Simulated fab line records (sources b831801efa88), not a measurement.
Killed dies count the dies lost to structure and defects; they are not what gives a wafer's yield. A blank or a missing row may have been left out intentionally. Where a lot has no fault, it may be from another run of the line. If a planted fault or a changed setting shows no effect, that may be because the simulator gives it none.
Which of the tools did it? / flow sky130 / 10 lots with 30 wafers sampled at 2 steps, on a route of 708 steps

WHAT THE GAUGES READ, wafer by wafer
SKY_METAL5_RS_MEAS_05: the measuring method here is four-point-probe.
lot=L871; measured=day 43 05:50; on=film-metro-01; METAL5_ALCU_RS (ohm/sq)=0.02742 0.0273 0.02733
lot=L875; measured=day 44 23:30; on=film-metro-01; METAL5_ALCU_RS (ohm/sq)=0.02705 0.02729 0.02726
lot=L876; measured=day 45 03:26; on=film-metro-04; METAL5_ALCU_RS (ohm/sq)=0.02713 0.02718 0.02712
lot=L879; measured=day 46 00:08; on=film-metro-02; METAL5_ALCU_RS (ohm/sq)=0.02664 0.02715 0.02679
lot=L880; measured=day 46 09:01; on=film-metro-01; METAL5_ALCU_RS (ohm/sq)=0.02705 0.02712 0.02714
lot=L883; measured=day 46 12:52; on=film-metro-02; METAL5_ALCU_RS (ohm/sq)=8.7235 8.6739 8.6847
lot=L882; measured=day 46 14:19; on=film-metro-04; METAL5_ALCU_RS (ohm/sq)=8.7469 8.6651 8.7715
lot=L884; measured=day 46 20:51; on=film-metro-01; METAL5_ALCU_RS (ohm/sq)=8.6399 8.703 8.6874
lot=L891; measured=day 48 19:58; on=film-metro-01; METAL5_ALCU_RS (ohm/sq)=0.02783 0.02762 0.02733
lot=L892; measured=day 49 02:10; on=film-metro-01; METAL5_ALCU_RS (ohm/sq)=0.0271 0.02712 0.0272

WHICH TOOL RAN EACH LOT (tool, then ch and the chambers of the sampled wafers, then the start)
lot=L871; SKY_METAL5_SPUTTER_02=pvd-sputter-04, day 43 05:41
lot=L875; SKY_METAL5_SPUTTER_02=pvd-sputter-03, day 44 23:22
lot=L876; SKY_METAL5_SPUTTER_02=pvd-sputter-01, day 45 03:17
lot=L879; SKY_METAL5_SPUTTER_02=pvd-sputter-03, day 46 00:01
lot=L880; SKY_METAL5_SPUTTER_02=pvd-sputter-03, day 46 08:54
lot=L883; SKY_METAL5_SPUTTER_02=pvd-sputter-01, day 46 12:43
lot=L882; SKY_METAL5_SPUTTER_02=pvd-sputter-04, day 46 14:10
lot=L884; SKY_METAL5_SPUTTER_02=pvd-sputter-03, day 46 20:43
lot=L891; SKY_METAL5_SPUTTER_02=pvd-sputter-01, day 48 19:51
lot=L892; SKY_METAL5_SPUTTER_02=pvd-sputter-01, day 49 02:02
- SKY_METAL5_SPUTTER_02: material AlCu, target thk 1150 nm, time 61.2 s.

THE ANSWER, worked out from the rows above alone
Rule: usual is defined by the lots themselves. The widest of any qualifying gaps counts: lots, ordered by their means at a reading, are off when they make up no more than a third of the lots, leave a main group of 4 or more, and stand apart from it by 3 or more times the standard deviation of that group's means. Not used: any main group whose means are identical at the precision the tables above print for the reading. A lot without any number at a reading at which 4 lots or more have one is off too. All remaining lots with rows at the step are treated as sound.
Off: L883, L882, L884, seen at SKY_METAL5_RS_MEAS_05 (METAL5_ALCU_RS). Main group: mean 0.02720 ohm/sq, sd 0.00021.
If a tool, at a process step before that reading, ran all the lots that are off and no sound lot after the first of them, it fits. The gauges at SKY_METAL5_RS_MEAS_05 are tried like those tools. No candidate that was tried fits.

WHAT THE SIMULATOR PUT IN
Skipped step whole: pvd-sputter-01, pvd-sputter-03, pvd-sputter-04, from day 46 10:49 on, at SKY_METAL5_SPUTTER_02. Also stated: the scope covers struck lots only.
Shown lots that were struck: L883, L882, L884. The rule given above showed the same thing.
